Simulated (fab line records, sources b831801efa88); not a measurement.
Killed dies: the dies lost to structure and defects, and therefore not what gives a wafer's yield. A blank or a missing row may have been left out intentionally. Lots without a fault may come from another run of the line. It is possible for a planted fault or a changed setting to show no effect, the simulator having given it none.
fab line records	flow sky130	part 1 of 2: steps 1 to 30 of 39
record: lots: 5	wafers: 15	last-day: 49
route steps=708 shown METAL4@622 VIA4@639
lots with no fault: from the same line, run without faults
start-h: hours from the record's opening day to when the first of the lot's shown wafers began	wait-h: hours elapsed since this lot's preceding step	" unchanged from the row above	L1.1+2: a row that stands for several wafers	- no value present, or no start provided	* or withheld: withheld	< > ~ a bound
route shown NAME@n: a module of which the file shows steps, and the number in the route of the first	usual: mean/standard deviation taken from wafers without a fault	same: alike in all rows	chamber/n: place in a boat	sites: the reading at each site	_std_site: standard deviation of those values	_edge_site: outer sites' mean less inner sites'	radius-mm: how far each site lies from the wafer's centre	mask NAME#n: copy n	behind: the tool/chamber that last shaped the wafer	hold: reason for holding the lot/hours on hold/outcome of the hold	device: names the non-switching transistor (n, p or np)	end of line: at the end of the route, the tests of the same wafers	a step with no rows: only its recipe	killed: count of dies lost to structure and defects at first sort (not the wafer's yield)	map: dies across one wafer; x = killed, . = not, _ = none there
set.NAME: the run value of the setting; set.NAME@STEP: its run value at that earlier step	model.NAME: the simulator's own value behind a step, which no gauge read
lots at selected steps of the route; one table per step, one row per wafer
services: a tool's chamber out of use, with start hour (start-h, from the record's first day; less than 0 if before it), hours out, and reason
== steps ==
step: SKY_METAL4_HMDS_06
recipe: prime-time-s: 60	prime-temp-c: 120
lot.wafer	tool	chamber	start-h	wait-h
L074.3+4+5	litho-track-03	0	987.89	0.1
L077.1+2+4	litho-track-03	0	1009.34	0.1
L081.2+3+6	litho-track-04	0	1039.22	0.1
L086.1+2+3	litho-track-01	0	1071.89	0.1
L087.1+3+4	litho-track-03	0	1080.94	0.1
step: SKY_METAL4_COAT_07
recipe: resist: BARC	temp-c: withheld	time-s: withheld	spin-rpm: 3000	resist-thk-nm: 60
lot.wafer	tool	chamber	start-h	wait-h
L074.3+4+5	litho-track-03	0	988.04	0.1
L077.1+2+4	litho-track-03	0	1009.49	0.1
L081.2+3+6	litho-track-04	0	1039.37	0.1
L086.1+2+3	litho-track-01	0	1072.04	0.1
L087.1+3+4	litho-track-03	0	1081.09	0.1
step: SKY_METAL4_COAT_08
recipe: resist: KrF-thick	spin-rpm: 3000	resist-thk-nm: 1140
lot.wafer	tool	chamber	start-h	wait-h
L074.3+4+5	litho-track-03	0	-	-
L077.1+2+4	litho-track-03	0	-	-
L081.2+3+6	litho-track-04	0	-	-
L086.1+2+3	litho-track-01	0	-	-
L087.1+3+4	litho-track-03	0	-	-
step: SKY_METAL4_SOFTBAKE_09
recipe: temp-c: 100	time-s: 90	resist: KrF-thick
lot.wafer	tool	chamber	start-h	wait-h
L074.3+4+5	litho-track-03	0	-	-
L077.1+2+4	litho-track-03	0	-	-
L081.2+3+6	litho-track-04	0	-	-
L086.1+2+3	litho-track-01	0	-	-
L087.1+3+4	litho-track-03	0	-	-
step: SKY_METAL4_EXPOSE_10
recipe: mask-id: MM4	na: 0.68	source-shape: annular	sigma-inner: 0.4	sigma-outer: 0.8	target-cd-nm: 300	dose-mj: 28
lot.wafer	tool	chamber	start-h	wait-h	mask
L074.3+4+5	krf-scanner-01	0	-	-	MM4#0
L077.1+2+4	krf-scanner-02	0	-	-	MM4#0
L081.2+3+6	krf-scanner-01	0	-	-	MM4#0
L086.1+2+3	krf-scanner-01	0	-	-	MM4#0
L087.1+3+4	krf-scanner-01	0	-	-	MM4#0
step: SKY_METAL4_PEB_11
recipe: peb-temp-c: withheld	peb-time-s: withheld	resist: KrF-thick
lot.wafer	tool	chamber	start-h	wait-h
L074.3+4+5	litho-track-04	0	-	-
L077.1+2+4	litho-track-01	0	-	-
L081.2+3+6	litho-track-01	0	-	-
L086.1+2+3	litho-track-01	0	-	-
L087.1+3+4	litho-track-04	0	-	-
step: SKY_METAL4_DEVELOP_12
recipe: develop-time-s: 60	resist: KrF-thick	dev-temp-c: 21
lot.wafer	tool	chamber	start-h	wait-h
L074.3+4+5	litho-track-04	0	-	-
L077.1+2+4	litho-track-01	0	-	-
L081.2+3+6	litho-track-01	0	-	-
L086.1+2+3	litho-track-01	0	-	-
L087.1+3+4	litho-track-04	0	-	-
step: SKY_METAL4_CD_MEAS_13
recipe: target-cd-nm: 300
usual: cd-nm: 299.8/1.3
lot.wafer	tool	chamber	start-h	wait-h	cd-nm
L074.3	cd-sem-01	-	999.33	-	301.8
L074.4	"	-	"	"	302.0
L074.5	"	-	"	"	302.9
L077.1	cd-sem-01	-	1021.69	-	300.7
L077.2	"	-	"	"	300.4
L077.4	"	-	"	"	302.3
L081.2	cd-sem-01	-	1050.56	-	301.1
L081.3	"	-	"	"	299.9
L081.6	"	-	"	"	300.4
L086.1	cd-sem-01	-	1082.99	-	298.0
L086.2	"	-	"	"	298.9
L086.3	"	-	"	"	299.4
L087.1	cd-sem-02	-	1092.24	-	300.2
L087.3	"	-	"	"	300.9
L087.4	"	-	"	"	300.4
step: SKY_METAL4_OVL_MEAS_14
usual: METAL4_OVL: -1/5.1
lot.wafer	tool	chamber	start-h	wait-h	METAL4_OVL[nm]
L074.3	overlay-01	-	999.42	0.1	7
L074.4	"	-	"	"	-3
L074.5	"	-	"	"	1
L077.1	overlay-01	-	1021.81	0.1	2
L077.2	"	-	"	"	1
L077.4	"	-	"	"	-12
L081.2	overlay-01	-	1050.66	0.1	-5
L081.3	"	-	"	"	3
L081.6	"	-	"	"	2
L086.1	overlay-01	-	1083.11	0.1	-8
L086.2	"	-	"	"	0
L086.3	"	-	"	"	-4
L087.1	overlay-02	-	1092.36	0.1	3
L087.3	"	-	"	"	8
L087.4	"	-	"	"	-2
step: SKY_METAL4_DESCUM_15
recipe: chemistry: O2	source-power-w: 150	bias-power-w: 0	pressure-mtorr: 10	temp-c: 40	time-s: 8
usual: drypump-motor-current-A: 6.1/0.32	oes-product-au: 0.997/0.011
lot.wafer	tool	chamber	start-h	wait-h	drypump-motor-current-A	oes-product-au	rf-hours-counter-h
L074.3	rie-metal-02	0	999.46	0.0	5.9	1.009	-
L074.4	"	1	"	"	6.3	1.004	-
L074.5	"	0	"	"	5.9	1.003	-
L077.1	rie-metal-03	1	1021.84	0.0	5.8	1.005	9
L077.2	"	0	"	"	6.2	0.995	19
L077.4	"	0	"	"	6.1	0.993	-
L081.2	rie-metal-04	1	1050.69	0.0	6.6	0.988	11
L081.3	"	1	"	"	6.5	0.986	-
L081.6	"	0	"	"	5.6	0.990	-
L086.1	rie-metal-02	1	1083.15	0.0	6.3	1.005	23
L086.2	"	0	"	"	5.9	1.025	21
L086.3	"	1	"	"	6.3	1.014	-
L087.1	rie-metal-02	1	1092.40	0.0	6.2	1.003	24
L087.3	"	0	"	"	5.9	0.997	-
L087.4	"	1	"	"	6.2	1.006	-
step: SKY_METAL4_ETCH_16
recipe: chemistry: N2/H2	target: BARC	ion-energy-ev: 200	bias-w: 100	pressure-mtorr: 30	n2-flow-sccm: 100	h2-flow-sccm: 200	icp-w: 500	stop-on: SiO2	time-s: 88.2	target-depth-a: 600
usual: drypump-motor-current-A: 6.1/0.32	h2-flow-sccm: 200.0/0.6	oes-product-au: 0.625/0.0045	throttle-valve-pct: 13.204/0.0085
lot.wafer	tool	chamber	start-h	wait-h	drypump-motor-current-A	h2-flow-sccm	oes-product-au	rf-hours-counter-h	throttle-valve-pct
L074.3	rie-metal-02	0	999.51	0.0	5.9	199.4	0.627	-	13.210
L074.4	"	1	"	"	6.3	199.9	0.626	-	13.198
L074.5	"	0	"	"	5.9	200.2	0.622	-	13.212
L077.1	rie-metal-03	1	1021.88	0.0	5.8	198.9	0.637	9	13.201
L077.2	"	0	"	"	6.2	199.6	0.631	19	13.220
L077.4	"	0	"	"	6.2	199.1	0.621	-	13.216
L081.2	rie-metal-04	1	1050.73	0.0	6.5	200.1	0.618	11	13.198
L081.3	"	1	"	"	6.5	199.1	0.620	-	13.199
L081.6	"	0	"	"	5.7	200.1	0.624	-	13.207
L086.1	rie-metal-02	1	1083.18	0.0	6.2	200.4	0.622	23	13.206
L086.2	"	0	"	"	5.9	199.9	0.628	21	13.202
L086.3	"	1	"	"	6.3	200.4	0.629	-	13.196
L087.1	rie-metal-02	1	1092.43	0.0	6.3	200.1	0.622	24	13.198
L087.3	"	0	"	"	5.9	199.9	0.618	-	13.211
L087.4	"	1	"	"	6.3	200.7	0.628	-	13.213
step: SKY_METAL4_ETCH_17
recipe: target: SiO2	stop-on: TiN	chemistry: C4F8/O2/Ar	source-w: 1500	bias-w: 1200	pressure-mtorr: 40	c4f8-flow-sccm: withheld	O2_flow_sccm: 6	Ar_flow_sccm: 300	time-s: 3.9	target-depth-a: 150
usual: oes-product-au: 0.755/0.0078
lot.wafer	tool	chamber	start-h	wait-h	oes-product-au	rf-hours-counter-h
L074.3	rie-diel-03	0	999.58	0.0	0.762	12
L074.4	"	3	"	"	0.749	10
L074.5	"	0	"	"	0.756	-
L077.1	rie-diel-04	2	1021.97	0.1	0.745	18
L077.2	"	1	"	"	0.753	14
L077.4	"	3	"	"	0.754	17
L081.2	rie-diel-03	2	1050.82	0.1	0.756	13
L081.3	"	3	"	"	0.756	12
L081.6	"	1	"	"	0.767	-
L086.1	rie-diel-02	0	1083.28	0.1	0.750	2
L086.2	"	2	"	"	0.751	5
L086.3	"	3	"	"	0.747	16
L087.1	rie-diel-04	2	1092.53	0.1	0.746	20
L087.3	"	3	"	"	0.754	20
L087.4	"	1	"	"	0.761	16
step: SKY_METAL4_METAL_ETCH_18
recipe: target-depth-a: 8450	stop-on: SiO2	over-etch-frac: 0.3	time-s: 183.1	chemistry: Cl2/BCl3	resist-sidewall-deg: 88	pressure-mtorr: 10	icp-w: 900	bias-w: 48.5	Cl2_flow_sccm: 60	bcl3-flow-sccm: 30
usual: drypump-motor-current-A: 6.01/0.27	oes-product-au: 0.864/0.0064	throttle-valve-pct: 22.262/0.0092
lot.wafer	tool	chamber	start-h	wait-h	drypump-motor-current-A	oes-product-au	rf-hours-counter-h	throttle-valve-pct
L074.3	rie-metal-03	0	999.66	0.1	6.16	0.866	-	22.281
L074.4	"	1	"	"	5.85	0.864	-	22.254
L074.5	"	0	"	"	6.15	0.858	-	22.273
L077.1	rie-metal-02	1	1021.99	0.0	6.26	0.870	19	22.267
L077.2	"	0	"	"	5.87	0.870	17	22.248
L077.4	"	0	"	"	5.87	0.868	-	22.274
L081.2	rie-metal-03	0	1050.84	0.0	6.16	0.855	21	22.263
L081.3	"	0	"	"	6.12	0.858	-	22.268
L081.6	"	0	"	"	6.14	0.871	-	22.271
L086.1	rie-metal-04	0	1083.29	0.0	5.64	0.861	18	22.271
L086.2	"	1	"	"	6.51	0.864	13	22.257
L086.3	"	1	"	"	6.50	0.878	-	22.279
L087.1	rie-metal-04	1	1092.55	0.0	6.49	0.874	14	22.281
L087.3	"	0	"	"	5.65	0.861	-	22.265
L087.4	"	1	"	"	6.54	0.866	-	22.267
step: SKY_METAL4_STRIP_19
recipe: chemistry: O2/N2	power-w: 1400	pressure-mtorr: 1500	platen-temp-c: withheld	o2-flow-sccm: 3000	n2-flow-sccm: 300	overash-fraction: 0.5
usual: drypump-motor-current-A: 5.49/0.28	oes-product-au: 0.502/0.006	strip-time-to-endpoint-s: 6.55/0.083
lot.wafer	tool	chamber	start-h	wait-h	drypump-motor-current-A	oes-product-au	rf-hours-counter-h	strip-time-to-endpoint-s
L074.3	plasma-asher-03	1	999.81	0.1	5.24	0.497	-	6.59
L074.4	"	0	"	"	5.33	0.497	-	6.51
L074.5	"	1	"	"	5.28	0.507	-	6.66
L077.1	plasma-asher-02	1	1022.17	0.1	5.91	0.515	28	6.59
L077.2	"	0	"	"	5.66	0.503	28	6.47
L077.4	"	0	"	"	5.65	0.504	-	6.55
L081.2	plasma-asher-01	0	1051.02	0.1	5.13	0.500	92	6.59
L081.3	"	0	"	"	5.07	0.506	-	6.65
L081.6	"	0	"	"	5.12	0.516	-	6.62
L086.1	plasma-asher-03	1	1083.47	0.1	5.25	0.496	2	6.49
L086.2	"	0	"	"	5.30	0.501	2	6.54
L086.3	"	0	"	"	5.31	0.504	-	6.55
L087.1	plasma-asher-01	1	1092.72	0.1	5.31	0.501	96	6.58
L087.3	"	0	"	"	5.09	0.510	-	6.55
L087.4	"	1	"	"	5.31	0.510	-	6.60
step: SKY_METAL4_STRIP_20
recipe: chemistry: post-etch-residue-remover	time-s: 1200	temp-c: 72.5
usual: bath-heat-duty-pct: 14.7/1.9
lot.wafer	tool	chamber	start-h	wait-h	bath-heat-duty-pct
L074.3	wet-bench-03	2	999.87	0.0	15.1
L074.4	"	2	"	"	14.9
L074.5	"	2	"	"	15.3
L077.1	wet-bench-03	3	1022.27	0.1	14.7
L077.2	"	3	"	"	14.4
L077.4	"	3	"	"	14.7
L081.2	wet-bench-04	0	1051.12	0.1	11.2
L081.3	"	0	"	"	13.1
L081.6	"	0	"	"	12.1
L086.1	wet-bench-02	3	1083.57	0.1	12.6
L086.2	"	3	"	"	12.8
L086.3	"	3	"	"	12.1
L087.1	wet-bench-04	0	1092.82	0.1	11.3
L087.3	"	0	"	"	13.1
L087.4	"	0	"	"	12.2
step: SKY_METAL4_CLEAN_21
recipe: chemistry: IPA	time-s: 180	temp-c: 25
usual: bath-heat-duty-pct: 6.1/0.77
lot.wafer	tool	chamber	start-h	wait-h	bath-heat-duty-pct
L074.3	wet-bench-02	3	1000.22	0.0	5.2
L074.4	"	3	"	"	4.7
L074.5	"	3	"	"	4.7
L077.1	wet-bench-02	1	1022.95	0.0	5.4
L077.2	"	1	"	"	6.2
L077.4	"	1	"	"	6.9
L081.2	wet-bench-02	3	1051.46	0.0	5.7
L081.3	"	3	"	"	6.3
L081.6	"	3	"	"	5.7
L086.1	wet-bench-04	0	1083.94	0.0	5.4
L086.2	"	0	"	"	5.6
L086.3	"	0	"	"	4.9
L087.1	wet-bench-03	1	1093.23	0.0	6.1
L087.3	"	1	"	"	5.8
L087.4	"	1	"	"	5.9
step: SKY_METAL4_CLEAN_22
recipe: chemistry: O3/DIW	dry: n2-spin
lot.wafer	tool	chamber	start-h	wait-h
L074.3+4+5	wet-bench-03	0	1000.27	0.0
L077.1+2+4	wet-bench-04	1	1023.02	0.0
L081.2+3+6	wet-bench-04	2	1051.53	0.0
L086.1+2+3	wet-bench-03	3	1084.01	0.0
L087.1+3+4	wet-bench-04	1	1093.29	0.0
step: SKY_VIA4_HDPCVD_00
recipe: material: SiO2	target-thk-nm: 1750	sigma-open-frac: 0.3	time-s: 291.7	temp-c: 400	sih4-flow-sccm: 60	pressure-mtorr: 6
lot.wafer	tool	chamber	start-h	wait-h
L074.3+4+5	hdpcvd-01	2,1,0	1000.37	0.0
L077.1+2+4	hdpcvd-01	1,0,2	1023.12	0.0
L081.2+3+6	hdpcvd-01	0,1,2	1051.62	0.0
L086.1+2+3	hdpcvd-01	1,0,2	1084.11	0.0
L087.1+3+4	hdpcvd-02	2,0,0	1093.40	0.0
step: SKY_VIA4_THK_MEAS_01
recipe: reads: SiO2_of_VIA4_HDPCVD_00
usual: VIA4_HDPCVD_THK: 1749/17
lot.wafer	tool	chamber	start-h	wait-h	VIA4_HDPCVD_THK[nm]
L074.3	film-metro-01	-	1000.56	0.1	1715
L074.4	"	-	"	"	1739
L074.5	"	-	"	"	1756
L077.1	film-metro-03	-	1023.30	0.1	1742
L077.2	"	-	"	"	1769
L077.4	"	-	"	"	1752
L081.2	film-metro-02	-	1051.81	0.1	1721
L081.3	"	-	"	"	1723
L081.6	"	-	"	"	1745
L086.1	film-metro-03	-	1084.28	0.1	1763
L086.2	"	-	"	"	1737
L086.3	"	-	"	"	1753
L087.1	film-metro-03	-	1093.58	0.1	1748
L087.3	"	-	"	"	1730
L087.4	"	-	"	"	1737
step: SKY_VIA4_CMP_02
recipe: material: SiO2	down-force-psi: 4	platen-rpm: 60	pad-velocity-m-s: 0.94248
usual: motor-current-A: 11.7/0.61	platen-rpm: 60.00/0.04	retaining-ring-pressure-frac: 1.000/0.0053
lot.wafer	tool	chamber	start-h	wait-h	motor-current-A	platen-rpm	retaining-ring-pressure-frac
L074.4	cmp-01	1	1000.77	0.2	10.6	60.07	1.000
L074.3	"	2	"	"	11.7	60.03	1.005
L074.5	"	1	"	"	11.2	59.99	1.001
L077.1	cmp-01	2	1023.36	0.1	11.8	59.98	1.010
L077.2	"	3	"	"	11.6	59.97	1.000
L077.4	"	1	"	"	11.8	59.98	1.005
L081.3	cmp-01	2	1051.86	0.0	12.2	59.99	0.995
L081.2	"	3	"	"	12.9	60.01	1.005
L081.6	"	3	"	"	12.0	59.94	1.012
L086.2	cmp-01	1	1084.34	0.0	11.1	59.99	1.003
L086.3	"	2	"	"	11.6	60.02	1.000
L086.1	"	0	"	"	10.7	60.01	1.000
L087.3	cmp-02	1	1093.64	0.0	11.3	59.97	1.009
L087.4	"	2	"	"	12.2	60.02	0.991
L087.1	"	0	"	"	11.7	60.00	0.996
step: SKY_VIA4_BOW_MEAS_03
recipe: mode: bow
usual: VIA4_BOW: 80/8
lot.wafer	tool	chamber	start-h	wait-h	VIA4_BOW[um]
L074.3	film-metro-03	-	1001.11	0.2	71
L074.4	"	-	"	"	95
L074.5	"	-	"	"	73
L077.1	film-metro-02	-	1023.66	0.2	68
L077.2	"	-	"	"	86
L077.4	"	-	"	"	73
L081.2	film-metro-01	-	1052.18	0.2	76
L081.3	"	-	"	"	76
L081.6	"	-	"	"	97
L086.1	film-metro-02	-	1084.64	0.1	86
L086.2	"	-	"	"	72
L086.3	"	-	"	"	77
L087.1	film-metro-02	-	1093.94	0.1	81
L087.3	"	-	"	"	73
L087.4	"	-	"	"	81
step: SKY_VIA4_DEHYDRATE_04
recipe: temp-c: 200	time-s: 60
lot.wafer	tool	chamber	start-h	wait-h
L074.3+4+5	litho-track-04	0	1013.24	12.1
L077.1+2+4	litho-track-04	0	1035.44	11.8
L081.2+3+6	litho-track-01	0	1064.01	11.8
L086.1+2+3	litho-track-01	0	1095.24	10.6
L087.1+3+4	litho-track-01	0	1103.64	9.7
step: SKY_VIA4_HMDS_05
recipe: prime-time-s: 60	prime-temp-c: 120
lot.wafer	tool	chamber	start-h	wait-h
L074.3+4+5	litho-track-04	0	1013.39	0.1
L077.1+2+4	litho-track-04	0	1035.59	0.1
L081.2+3+6	litho-track-01	0	1064.16	0.1
L086.1+2+3	litho-track-01	0	1095.39	0.1
L087.1+3+4	litho-track-01	0	1103.79	0.1
step: SKY_VIA4_COAT_06
recipe: resist: NOVOLAK	spin-rpm: 3000	resist-thk-nm: 1140
lot.wafer	tool	chamber	start-h	wait-h
L074.3+4+5	litho-track-04	0	1013.54	0.1
L077.1+2+4	litho-track-04	0	1035.74	0.1
L081.2+3+6	litho-track-01	0	1064.31	0.1
L086.1+2+3	litho-track-01	0	1095.54	0.1
L087.1+3+4	litho-track-01	0	1103.94	0.1
step: SKY_VIA4_SOFTBAKE_07
recipe: temp-c: 90	time-s: 60	resist: NOVOLAK
lot.wafer	tool	chamber	start-h	wait-h
L074.3+4+5	litho-track-04	0	1013.69	0.1
L077.1+2+4	litho-track-04	0	1035.89	0.1
L081.2+3+6	litho-track-01	0	1064.46	0.1
L086.1+2+3	litho-track-01	0	1095.69	0.1
L087.1+3+4	litho-track-01	0	1104.09	0.1
step: SKY_VIA4_EXPOSE_08
recipe: mask-id: VIM4	na: 0.6	source-shape: conventional	sigma-outer: 0.6	polarization: unpolarized	target-cd-nm: 800	dose-mj: 132
lot.wafer	tool	chamber	start-h	wait-h	mask
L074.3+4+5	iline-stepper-01	0	-	-	VIM4#0
L077.1+2+4	iline-stepper-02	0	-	-	VIM4#0
L081.2+3+6	iline-stepper-02	0	-	-	VIM4#0
L086.1+2+3	iline-stepper-02	0	-	-	VIM4#0
L087.1+3+4	iline-stepper-01	0	-	-	VIM4#0
step: SKY_VIA4_PEB_09
recipe: temp-c: withheld	time-s: *	resist: NOVOLAK
lot.wafer	tool	chamber	start-h	wait-h
L074.3+4+5	litho-track-04	0	-	-
L077.1+2+4	litho-track-02	0	-	-
L081.2+3+6	litho-track-02	0	-	-
L086.1+2+3	litho-track-02	0	-	-
L087.1+3+4	litho-track-01	0	-	-
step: SKY_VIA4_DEVELOP_10
recipe: resist: NOVOLAK	developer: TMAH	develop-time-s: 60	dev-temp-c: 23
lot.wafer	tool	chamber	start-h	wait-h
L074.3+4+5	litho-track-04	0	1024.64	0.1
L077.1+2+4	litho-track-02	0	1047.22	0.1
L081.2+3+6	litho-track-02	0	1074.84	0.1
L086.1+2+3	litho-track-02	0	1105.52	0.1
L087.1+3+4	litho-track-01	0	1114.39	0.1
step: SKY_VIA4_OVL_MEAS_11
usual: VIA4_OVL: 0.4/1.3
lot.wafer	tool	chamber	start-h	wait-h	VIA4_OVL[nm]
L074.3	overlay-02	-	1024.75	0.1	-0.9
L074.4	"	-	"	"	-1.3
L074.5	"	-	"	"	-1.2
L077.1	overlay-02	-	1047.37	0.1	-1.3
L077.2	"	-	"	"	0.4
L077.4	"	-	"	"	-0.1
L081.2	overlay-01	-	1074.97	0.1	0.5
L081.3	"	-	"	"	-0.8
L081.6	"	-	"	"	-0.6
L086.1	overlay-01	-	1105.67	0.1	-1.4
L086.2	"	-	"	"	-0.8
L086.3	"	-	"	"	1.2
L087.1	overlay-01	-	1114.54	0.1	2.7
L087.3	"	-	"	"	1.0
L087.4	"	-	"	"	1.2
step: SKY_VIA4_ETCH_12
recipe: target: SiO2	chemistry: C4F8/O2/Ar	stop-on: TiN	mask-material: NOVOLAK	source-w: 1500	bias-w: 1200	pressure-mtorr: 40	c4f8-flow-sccm: withheld	O2_flow_sccm: 6	Ar_flow_sccm: 300	time-s: withheld	target-depth-a: 5800
usual: oes-product-au: 0.926/0.0048
lot.wafer	tool	chamber	start-h	wait-h	oes-product-au
L074.3	rie-diel-01	2	1024.78	0.0	0.924
L074.4	"	1	"	"	0.935
L074.5	"	3	"	"	0.927
L077.1	rie-diel-01	2	1047.40	0.0	0.920
L077.2	"	1	"	"	0.925
L077.4	"	3	"	"	0.929
L081.2	rie-diel-03	1	1075.00	0.0	0.926
L081.3	"	2	"	"	0.930
L081.6	"	3	"	"	0.920
L086.1	rie-diel-01	3	1105.70	0.0	0.922
L086.2	"	3	"	"	0.928
L086.3	"	3	"	"	0.918
L087.1	rie-diel-03	3	1114.58	0.0	0.928
L087.3	"	0	"	"	0.921
L087.4	"	2	"	"	0.924
